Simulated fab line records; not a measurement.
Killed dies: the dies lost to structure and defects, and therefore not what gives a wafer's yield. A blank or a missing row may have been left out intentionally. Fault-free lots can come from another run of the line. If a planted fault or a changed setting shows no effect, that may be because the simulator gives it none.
Check for tools in common -- flow sky130 -- 10 lots and 36 wafers in the sample

== THE REASON FOR OPENING IT ==
SKY_SD_N_TW_MEAS_12, reading SD_N_TW: flagged on 2 of 10 lots. No-fault wafers: 4023, standard deviation 38.
Rule: flag the lot when none of its wafers has a number, or when each of its wafers that has one lies beyond 4 standard deviations from that mean. All remaining lots are regarded as sound.

lot,measured,on,"SD_N_TW, wafer by wafer",flag
L892,day 29 12:41,film-metro-01,3973 3974 4005,
L896,day 30 20:32,film-metro-01,3975 3987 3985,
L899,day 31 07:02,film-metro-02,4073 4075 4063,
L902,day 32 10:58,film-metro-02,4064 4051 4047,
L904,day 33 07:01,film-metro-04,3981 4010 4002,
L905,day 33 13:02,film-metro-04,3990 3974 3994,
L906,day 33 17:15,film-metro-02,3468 3466 3453 3445 3447 3467,FLAGGED
L907,day 34 08:22,film-metro-04,3396 3397 3441 3422 3421 3444,FLAGGED
L911,day 36 07:55,film-metro-04,4029 4038 4031,
L910,day 36 10:10,film-metro-04,4013 4040 4040,
The mean of the flagged lots' numbers is 3439, -584 from the usual (-15 standard deviations).

== TOOL THAT RAN EACH LOT ==
3 process steps preceding the reading are held in the record, out of 708 steps in the route. Cell contents, in order: the tool; ch with the chambers the sampled wafers went through; the start.
lot,flag,SKY_POLY_CUT_ETCH_11,SKY_SD_N_IMPLANT_09,SKY_SD_N_STRIP_11
L892,,"rie-diel-04 ch 0,3, day 25 22:33","implanter-01 ch 0, day 29 12:17","plasma-asher-04 ch 0,1, day 29 12:34"
L896,,"rie-diel-03 ch 1,3, day 27 07:48","implanter-04 ch 0, day 30 20:09","plasma-asher-04 ch 1, day 30 20:26"
L899,,"rie-diel-01 ch 1,2,3, day 27 18:55","implanter-01 ch 0, day 31 06:38","plasma-asher-04 ch 0,1, day 31 06:56"
L902,,"rie-diel-04 ch 0,2,3, day 29 00:12","implanter-01 ch 0, day 32 10:34","plasma-asher-03 ch 1, day 32 10:52"
L904,,"rie-diel-01 ch 0,1,2, day 29 20:58","implanter-04 ch 0, day 33 06:37","plasma-asher-03 ch 0,1, day 33 06:55"
L905,,"rie-diel-01 ch 0,1,2, day 30 03:09","implanter-01 ch 0, day 33 12:40","plasma-asher-03 ch 0,1, day 33 12:57"
L906,FLAGGED,"rie-diel-03 ch 0,1,2, day 30 07:13","implanter-04 ch 0, day 33 16:53","plasma-asher-02 ch 0,1, day 33 17:10"
L907,FLAGGED,"rie-diel-04 ch 0,1,3, day 30 22:49","implanter-04 ch 0, day 34 07:58","plasma-asher-02 ch 0,1, day 34 08:16"
L911,,"rie-diel-01 ch 0,2,3, day 33 00:13","implanter-03 ch 0, day 36 07:31","plasma-asher-04 ch 0,1, day 36 07:49"
L910,,"rie-diel-03 ch 0,1,2, day 33 02:37","implanter-01 ch 0, day 36 09:46","plasma-asher-04 ch 0,1, day 36 10:04"
These steps, and what they do:
- SKY_POLY_CUT_ETCH_11: etches Si3N4 in CF4/CH2F2/Ar, stops on poly-Si, time 42.5 s, target depth 60 nm.
- SKY_SD_N_IMPLANT_09
- SKY_SD_N_STRIP_11: strips in O2/N2.
- SKY_SD_N_TW_MEAS_12

== FLAGGED OVER TOTAL, TOOL BY TOOL (the gauges that took the reading come last) ==
step,tool,lots run,flagged,share of the flagged lots,sound lots run after its first flagged lot
SKY_POLY_CUT_ETCH_11,rie-diel-01,4,0,none,-
SKY_POLY_CUT_ETCH_11,rie-diel-03,3,1,some,1 (L910)
SKY_POLY_CUT_ETCH_11,rie-diel-04,3,1,some,0
SKY_SD_N_IMPLANT_09,implanter-01,5,0,none,-
SKY_SD_N_IMPLANT_09,implanter-03,1,0,none,-
SKY_SD_N_IMPLANT_09,implanter-04,4,2,all,0
SKY_SD_N_STRIP_11,plasma-asher-02,2,2,all,0
SKY_SD_N_STRIP_11,plasma-asher-03,3,0,none,-
SKY_SD_N_STRIP_11,plasma-asher-04,5,0,none,-
SKY_SD_N_TW_MEAS_12,film-metro-01,2,0,none,-
SKY_SD_N_TW_MEAS_12,film-metro-02,3,1,some,0
SKY_SD_N_TW_MEAS_12,film-metro-04,5,1,some,"2 (L911,L910)"

== WHAT THE TABLE ALLOWS ==
Every flagged lot went through 2 rows of the table: implanter-04 at SKY_SD_N_IMPLANT_09 and plasma-asher-02 at SKY_SD_N_STRIP_11.
- implanter-04 at SKY_SD_N_IMPLANT_09: 2 of its 4 lots flagged. Last sound lot L904 at day 33 06:37, first flagged lot L906 at day 33 16:53; a fault beginning in between fits. Its own readings lie more than 4 standard deviations out on every wafer of the flagged lots: beam-on-s, dose-ions-cm2, end-station-pressure-torr, faraday-current-uA.
- plasma-asher-02 at SKY_SD_N_STRIP_11: 2 of its 2 lots flagged. In this sample it ran no sound lot ahead of its first flagged lot, so there is no way to narrow down the start. Its own readings lie more than 4 standard deviations out on every wafer of the flagged lots: oes-product-au, strip-time-to-endpoint-s.
A lot count leaves these 2 tools indistinguishable: every one of them fits a fault beginning at some hour. More lots, or a look at what each step does to the wafer, might.

== WHAT WAS PUT IN BY THE SIMULATOR ==
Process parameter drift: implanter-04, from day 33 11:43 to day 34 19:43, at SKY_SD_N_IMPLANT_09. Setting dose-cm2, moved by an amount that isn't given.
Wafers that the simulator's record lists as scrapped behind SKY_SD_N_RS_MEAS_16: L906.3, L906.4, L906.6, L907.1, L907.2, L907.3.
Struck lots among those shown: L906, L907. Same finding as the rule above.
